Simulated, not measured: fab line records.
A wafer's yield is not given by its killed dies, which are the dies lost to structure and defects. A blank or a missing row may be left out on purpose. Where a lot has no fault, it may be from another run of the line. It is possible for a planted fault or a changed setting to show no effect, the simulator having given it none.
What tool caused it? / flow sky130 / Sampling: 13 lots, 39 wafers, 3 of 708 route steps

WHAT THE GAUGES READ, wafer by wafer
SKY_METAL4_OVL_MEAS_14.
lot=L311; measured=day 42 07:47; on=overlay-02; METAL4_OVL (nm)=-6 -5 6
lot=L312; measured=day 42 08:53; on=overlay-02; METAL4_OVL (nm)=4 10 8
lot=L313; measured=day 42 20:18; on=overlay-02; METAL4_OVL (nm)=9 6 3
lot=L314; measured=day 43 06:24; on=overlay-02; METAL4_OVL (nm)=5 -3 4
lot=L315; measured=day 43 14:39; on=overlay-01; METAL4_OVL (nm)=9 -1 1
lot=L321; measured=day 44 14:31; on=overlay-02; METAL4_OVL (nm)=7 9 9
lot=L324; measured=day 45 02:37; on=overlay-02; METAL4_OVL (nm)=2 11 0
lot=L325; measured=day 45 10:26; on=overlay-01; METAL4_OVL (nm)=9 -1 1
lot=L326; measured=day 45 16:01; on=overlay-02; METAL4_OVL (nm)=-4 -5 -1
lot=L327; measured=day 45 21:41; on=overlay-02; METAL4_OVL (nm)=-8 8 -1
lot=L330; measured=day 46 16:29; on=overlay-01; METAL4_OVL (nm)=-3 -5 -4
lot=L332; measured=day 47 08:36; on=overlay-02; METAL4_OVL (nm)=8 9 4
lot=L334; measured=day 47 14:29; on=overlay-01; METAL4_OVL (nm)=5 -5 0

SKY_VIA4_BOW_MEAS_03.
lot=L311; measured=day 42 09:20; on=film-metro-03; VIA4_BOW (um)=93 82 79
lot=L312; measured=day 42 10:26; on=film-metro-03; VIA4_BOW (um)=84 78 77
lot=L313; measured=day 42 21:50; on=film-metro-01; VIA4_BOW (um)=89 104 94
lot=L314; measured=day 43 07:55; on=film-metro-03; VIA4_BOW (um)=64 76 79
lot=L315; measured=day 43 16:09; on=film-metro-03; VIA4_BOW (um)=87 79 84
lot=L321; measured=day 44 16:34; on=film-metro-02; VIA4_BOW (um)=86 84 82
lot=L324; measured=day 45 04:14; on=film-metro-03; VIA4_BOW (um)=83 84 84
lot=L325; measured=day 45 11:56; on=film-metro-02; VIA4_BOW (um)=76 62 79
lot=L326; measured=day 45 17:32; on=film-metro-03; VIA4_BOW (um)=85 83 82
lot=L327; measured=day 45 23:12; on=film-metro-01; VIA4_BOW (um)=78 87 88
lot=L330; measured=day 46 18:07; on=film-metro-02; VIA4_BOW (um)=86 94 89
lot=L332; measured=day 47 10:06; on=film-metro-03; VIA4_BOW (um)=79 83 72
lot=L334; measured=day 47 16:49; on=film-metro-01; VIA4_BOW (um)=74 78 70

WHICH TOOL RAN EACH LOT (tool, then ch and the chambers of the sampled wafers, then the start)
lot=L311; SKY_LOCAL_INTERCONNECT_SPUTTER_00=pvd-sputter-03, day 29 21:41
lot=L312; SKY_LOCAL_INTERCONNECT_SPUTTER_00=pvd-sputter-03, day 30 00:41
lot=L313; SKY_LOCAL_INTERCONNECT_SPUTTER_00=pvd-sputter-03, day 30 11:30
lot=L314; SKY_LOCAL_INTERCONNECT_SPUTTER_00=pvd-sputter-04, day 30 23:46
lot=L315; SKY_LOCAL_INTERCONNECT_SPUTTER_00=pvd-sputter-01, day 31 13:48
lot=L321; SKY_LOCAL_INTERCONNECT_SPUTTER_00=pvd-sputter-03, day 32 18:49
lot=L324; SKY_LOCAL_INTERCONNECT_SPUTTER_00=pvd-sputter-01, day 33 09:05
lot=L325; SKY_LOCAL_INTERCONNECT_SPUTTER_00=pvd-sputter-01, day 33 18:04
lot=L326; SKY_LOCAL_INTERCONNECT_SPUTTER_00=pvd-sputter-04, day 33 23:17
lot=L327; SKY_LOCAL_INTERCONNECT_SPUTTER_00=pvd-sputter-01, day 34 08:39
lot=L330; SKY_LOCAL_INTERCONNECT_SPUTTER_00=pvd-sputter-01, day 35 04:49
lot=L332; SKY_LOCAL_INTERCONNECT_SPUTTER_00=pvd-sputter-03, day 36 00:45
lot=L334; SKY_LOCAL_INTERCONNECT_SPUTTER_00=pvd-sputter-03, day 36 09:01
- SKY_LOCAL_INTERCONNECT_SPUTTER_00: material TiN, target thk 100 nm, time 83.3 s.

WHAT THE TOOLS THEMSELVES READ (means of the sampled wafers that have a number; where no wafer has one, the mark that the record gives instead)
SKY_LOCAL_INTERCONNECT_SPUTTER_00.
lot=L311; tool=pvd-sputter-03; susceptor-temp-C (C)=300.09; throttle-valve-pct (%)=29.5
lot=L312; tool=pvd-sputter-03; susceptor-temp-C (C)=300.03; throttle-valve-pct (%)=29.9
lot=L313; tool=pvd-sputter-03; susceptor-temp-C (C)=299.93; throttle-valve-pct (%)=30.3
lot=L314; tool=pvd-sputter-04; susceptor-temp-C (C)=299.99; throttle-valve-pct (%)=30.3
lot=L315; tool=pvd-sputter-01; susceptor-temp-C (C)=300.10; throttle-valve-pct (%)=30.2
lot=L321; tool=pvd-sputter-03; susceptor-temp-C (C)=299.87; throttle-valve-pct (%)=29.5
lot=L324; tool=pvd-sputter-01; susceptor-temp-C (C)=300.20; throttle-valve-pct (%)=29.9
lot=L325; tool=pvd-sputter-01; susceptor-temp-C (C)=300.10; throttle-valve-pct (%)=29.8
lot=L326; tool=pvd-sputter-04; susceptor-temp-C (C)=300.06; throttle-valve-pct (%)=29.8
lot=L327; tool=pvd-sputter-01; susceptor-temp-C (C)=299.95; throttle-valve-pct (%)=29.3
lot=L330; tool=pvd-sputter-01; susceptor-temp-C (C)=300.05; throttle-valve-pct (%)=29.5
lot=L332; tool=pvd-sputter-03; susceptor-temp-C (C)=300.01; throttle-valve-pct (%)=30.0
lot=L334; tool=pvd-sputter-03; susceptor-temp-C (C)=299.91; throttle-valve-pct (%)=30.0

THE ANSWER, worked out from the rows above alone
Rule: the usual values come from the lots themselves. Put in order of their means at a reading, lots are off if they are a third of the lots or fewer, leave a main group of 4 or more, and stand apart from it by a gap of 3 or more times the standard deviation of the main group's means; of several such gaps the widest counts. If all means in a main group match to the digits the tables above print for the reading, that group is not used. A lot without any number at a reading at which 4 lots or more have one is off too. Where the step has rows for the other lots, those lots are counted as sound. Order of review: gauges by route order, followed by the tools' own readings, for which a lot's mean as printed above is used. The first step at which some lot is off is used, and at that step the reading that is off furthest; a lot without a number counts as furthest.
Nothing can be told from this: no lot is off at any reading shown.

WHAT THE SIMULATOR PUT IN
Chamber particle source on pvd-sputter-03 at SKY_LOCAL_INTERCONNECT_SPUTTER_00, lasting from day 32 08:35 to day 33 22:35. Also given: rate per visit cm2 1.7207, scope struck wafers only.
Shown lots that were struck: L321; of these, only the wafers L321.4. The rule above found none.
